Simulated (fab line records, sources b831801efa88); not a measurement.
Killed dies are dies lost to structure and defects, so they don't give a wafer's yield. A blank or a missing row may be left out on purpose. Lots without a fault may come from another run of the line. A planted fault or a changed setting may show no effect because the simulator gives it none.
Which tool did it? | flow sky130 | 10 lots, 30 wafers sampled, at 6 steps of a route of 708

WHAT THE GAUGES READ, wafer by wafer
SKY_LDD_HVP_TW_MEAS_10. Usual: LDD_HVP_TW 458, standard deviation 6.5.
lot  | measured     | on            | LDD_HVP_TW  | flag
L872 | day 22 22:47 | film_metro-04 | 449 452 450 |
L871 | day 23 05:13 | film_metro-01 | 466 466 463 |
L875 | day 25 03:43 | film_metro-01 | 463 462 465 |
L877 | day 25 03:49 | film_metro-04 | 452 450 452 |
L880 | day 27 07:49 | film_metro-01 | 468 468 469 |
L884 | day 27 11:43 | film_metro-04 | 451 451 449 |
L885 | day 27 15:22 | film_metro-01 | 467 462 465 |
L886 | day 27 19:32 | film_metro-03 | 457 458 457 |
L889 | day 28 23:24 | film_metro-01 | 467 465 470 |
L891 | day 29 20:14 | film_metro-03 | 457 457 458 |

SKY_SD_N_TW_MEAS_12. Usual: SD_N_TW 4025, standard deviation 29.
lot  | measured     | on            | SD_N_TW        | flag
L872 | day 29 05:18 | film_metro-02 | 4017 4040 4008 |
L871 | day 29 11:05 | film_metro-03 | 4009 3993 4005 |
L875 | day 31 05:36 | film_metro-03 | 4002 3975 3990 |
L877 | day 31 07:28 | film_metro-01 | 4067 4058 4061 |
L880 | day 33 07:07 | film_metro-03 | 4010 4017 4005 |
L884 | day 33 10:58 | film_metro-01 | 4053 4044 4066 |
L885 | day 33 14:02 | film_metro-03 | 3996 3984 4002 |
L886 | day 33 17:16 | film_metro-01 | 4047 4028 4037 |
L889 | day 34 18:49 | film_metro-03 | 4002 3972 3968 |
L891 | day 35 16:59 | film_metro-02 | 4019 4013 4002 |

SKY_LOCAL_INTERCONNECT_RS_MEAS_01: measures by four-point-probe. Usual: LOCAL_INTERCONNECT_TIN_RS 14.12 ohm/sq, standard deviation 0.13.
lot  | measured     | on            | LOCAL_INTERCONNECT_TIN_RS (ohm/sq) | flag
L872 | day 30 12:45 | film_metro-01 | 14.08 14.07 13.84                  |
L871 | day 30 18:07 | film_metro-04 | 13.90 14.02 13.97                  |
L875 | day 32 12:28 | film_metro-01 | 13.02 12.95 12.98                  | OFF
L877 | day 32 13:09 | film_metro-01 | 12.93 13.04 13.06                  | OFF
L880 | day 34 12:03 | film_metro-04 | 14.10 14.39 14.24                  |
L884 | day 34 16:44 | film_metro-03 | 14.11 14.00 14.12                  |
L885 | day 34 18:46 | film_metro-04 | 14.13 14.15 13.98                  |
L886 | day 34 21:45 | film_metro-04 | 14.12 14.25 14.03                  |
L889 | day 35 23:33 | film_metro-01 | 14.28 14.18 14.37                  |
L891 | day 36 21:39 | film_metro-01 | 14.24 14.17 14.20                  |

SKY_LOCAL_INTERCONNECT_THK_MEAS_02: measures by xrf. Usual: LOCAL_INTERCONNECT_TIN_THK 101.0 nm, standard deviation 1.
lot  | measured     | on            | LOCAL_INTERCONNECT_TIN_THK (nm) | flag
L872 | day 30 12:52 | film_metro-01 | 101.7 101.7 103.8               |
L871 | day 30 18:14 | film_metro-04 | 101.9 101.0 101.4               |
L875 | day 32 12:35 | film_metro-01 | 109.0 110.2 109.6               | OFF
L877 | day 32 13:16 | film_metro-01 | 109.6 108.9 109.4               | OFF
L880 | day 34 12:10 | film_metro-04 | 100.9 99.1 99.8                 |
L884 | day 34 16:50 | film_metro-03 | 100.8 102.1 100.8               |
L885 | day 34 18:53 | film_metro-04 | 100.4 100.4 101.1               |
L886 | day 34 21:51 | film_metro-04 | 100.7 99.4 101.2                |
L889 | day 35 23:39 | film_metro-01 | 99.1 100.4 99.2                 |
L891 | day 36 21:46 | film_metro-01 | 100.0 100.5 100.6               |

WHICH TOOL RAN EACH LOT (tool, then ch and the chambers of the sampled wafers, then the start)
lot  | SKY_SD_N_STRIP_11                    | SKY_LOCAL_INTERCONNECT_SPUTTER_00
L872 | plasma_asher-03 ch 1, day 29 05:11   | pvd_sputter-02, day 30 12:40
L871 | plasma_asher-04 ch 0, day 29 10:59   | pvd_sputter-02, day 30 18:03
L875 | plasma_asher-01 ch 0,1, day 31 05:30 | pvd_sputter-02, day 32 12:24
L877 | plasma_asher-03 ch 0,1, day 31 07:22 | pvd_sputter-02, day 32 13:05
L880 | plasma_asher-01 ch 0,1, day 33 07:01 | pvd_sputter-01, day 34 11:59
L884 | plasma_asher-03 ch 0,1, day 33 10:53 | pvd_sputter-01, day 34 16:38
L885 | plasma_asher-03 ch 0,1, day 33 13:55 | pvd_sputter-01, day 34 18:41
L886 | plasma_asher-04 ch 0,1, day 33 17:11 | pvd_sputter-04, day 34 21:39
L889 | plasma_asher-03 ch 0,1, day 34 18:43 | pvd_sputter-01, day 35 23:27
L891 | plasma_asher-03 ch 0,1, day 35 16:52 | pvd_sputter-04, day 36 21:34
- SKY_SD_N_STRIP_11: strips in O2/N2.
- SKY_LOCAL_INTERCONNECT_SPUTTER_00: material TiN, target thk 100 nm, time 83.3 s.

WHAT THE TOOLS THEMSELVES READ (means of the sampled wafers that have a number; where no wafer has one, the mark that the record gives instead)
SKY_SD_N_STRIP_11. Usual: drypump_motor_current_A 5.7 A, standard deviation 0.41; oes_product_au 0.527 a.u., standard deviation 0.0044; strip_time_to_endpoint_s 22.54 s, standard deviation 0.041.
lot  | tool            | drypump_motor_current_A (A) | oes_product_au (a.u.) | strip_time_to_endpoint_s (s) | flag
L872 | plasma_asher-03 | 5.9                         | 0.529                 | 22.47                        |
L871 | plasma_asher-04 | 6.2                         | 0.525                 | 22.54                        |
L875 | plasma_asher-01 | 5.5                         | 0.530                 | 22.52                        |
L877 | plasma_asher-03 | 5.5                         | 0.530                 | 22.61                        |
L880 | plasma_asher-01 | 5.5                         | 0.534                 | 22.55                        |
L884 | plasma_asher-03 | 5.5                         | 0.529                 | 22.50                        |
L885 | plasma_asher-03 | 5.7                         | 0.525                 | 22.59                        |
L886 | plasma_asher-04 | 6.1                         | 0.524                 | 22.53                        |
L889 | plasma_asher-03 | 5.7                         | 0.525                 | 22.50                        |
L891 | plasma_asher-03 | 5.7                         | 0.527                 | 22.53                        |

SKY_LOCAL_INTERCONNECT_SPUTTER_00. Usual: throttle_valve_pct 29.6 %, standard deviation 1.
lot  | tool           | throttle_valve_pct (%) | flag
L872 | pvd_sputter-02 | 29.5                   |
L871 | pvd_sputter-02 | 29.1                   |
L875 | pvd_sputter-02 | 30.7                   |
L877 | pvd_sputter-02 | 29.6                   |
L880 | pvd_sputter-01 | 29.3                   |
L884 | pvd_sputter-01 | 29.9                   |
L885 | pvd_sputter-01 | 30.3                   |
L886 | pvd_sputter-04 | 29.5                   |
L889 | pvd_sputter-01 | 29.1                   |
L891 | pvd_sputter-04 | 30.0                   |

THE ANSWER, worked out from the rows above alone
Rule: a lot is off if the mean of its wafers that have a number lies more than 3 standard deviations from the usual mean. A lot without any number at a reading at which 4 lots or more have one is off too. The other lots that the step has rows for count as sound. The gauges are gone through in route order, then the tools' own readings, and for those a lot's mean is taken as printed above. The first step at which some lot is off is used, and at that step the reading that is off furthest; a lot without a number counts as furthest.
Off: L875, L877, at SKY_LOCAL_INTERCONNECT_RS_MEAS_01 (LOCAL_INTERCONNECT_TIN_RS).
A tool fits if, at a process step before that reading, it ran every lot that is off, and no sound lot after the first of them. The gauges at SKY_LOCAL_INTERCONNECT_RS_MEAS_01 are tried like those tools. One fits: pvd_sputter-02 at SKY_LOCAL_INTERCONNECT_SPUTTER_00. Its last sound lot is L871 (day 30 18:03), its first lot that is off L875 (day 32 12:24): a fault that began between those two fits.

WHAT THE SIMULATOR HAD PUT IN
Process parameter drift: pvd_sputter-02, from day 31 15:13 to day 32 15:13, at SKY_LOCAL_INTERCONNECT_SPUTTER_00. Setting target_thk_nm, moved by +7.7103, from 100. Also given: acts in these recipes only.
Lots struck among those shown: L875, L877. The rule above found the same.
